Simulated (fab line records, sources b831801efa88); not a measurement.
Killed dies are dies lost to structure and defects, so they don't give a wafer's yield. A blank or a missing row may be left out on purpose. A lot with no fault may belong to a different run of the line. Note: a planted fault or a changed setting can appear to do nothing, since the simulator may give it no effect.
One fault through the eyes of 2 desks	flow sky130	numbers are kept per desk, each desk with only its own; the story behind them comes last

## THE METROLOGY DESK
What the gauges read for every lot (on any tool): the sampled wafers with a number, averaged. If a lot's mean is further than 4 standard deviations from the usual mean, the lot is out of limits and carries the mark OUT (the distance appears in the brackets).
Columns: A = NWELL_01_OVL at SKY_NWELL_OVL_MEAS_23, usual -1.4 nm; B = LI_CONTACT_BOW at SKY_LI_CONTACT_BOW_MEAS_03, usual 58 um
lot	first seen here	A	B
L402	day 6 01:06	-1.6	61
L403	day 6 02:20	-1.3	59
L405	day 6 08:44	-0.6	55
L406	day 6 23:59	-0.7	55
L407	day 7 00:41	-1.0	64
L409	day 7 11:50	0.1	56
L411	day 7 22:42	0.2	55
L412	day 8 04:35	-1.2	63
L413	day 8 11:42	-1.7	55
L417	day 9 19:33	-1.0	60
L422	day 10 22:21	-3.8	57
L423	day 11 07:50	-1.5	63
L424	day 11 15:56	-2.1	64
Result from this desk: across the 13 lots, nothing is out of limits.

## AT THE TOOL OWNER'S DESK: plasma-asher-02
The tool's own readings at SKY_POLY_GATE_STRIP_18 (strips in O2/N2): means of the sampled wafers that have a number, for each lot that ran on this tool. If a lot's mean is further than 4 standard deviations from the usual mean, the lot is out of limits and carries the mark OUT (the distance appears in the brackets).
Columns: A = drypump-motor-current-A at SKY_POLY_GATE_STRIP_18, usual 5.9 A; B = oes-product-au at SKY_POLY_GATE_STRIP_18, usual 0.360 a.u.; C = strip-time-to-endpoint-s at SKY_POLY_GATE_STRIP_18, usual 3.15 s
lot	first seen here	A	B	C
L402	day 17 18:05	5.4	0.361	3.15
L407	day 19 07:05	5.4	0.359	3.17
L411	day 20 13:40	5.4	0.360	3.16
L412	day 20 18:28	5.5	0.364	3.06
L413	day 21 04:28	5.4	0.360	3.05
L424	day 25 10:43	5.5	0.358	3.19
Result from this desk: across the 6 lots, nothing is out of limits.

## PUT TOGETHER
Nothing out of limits was seen by the metrology desk.
The desk of the tool owner found nothing out of limits.

## WHAT THE SIMULATOR HAD INSERTED
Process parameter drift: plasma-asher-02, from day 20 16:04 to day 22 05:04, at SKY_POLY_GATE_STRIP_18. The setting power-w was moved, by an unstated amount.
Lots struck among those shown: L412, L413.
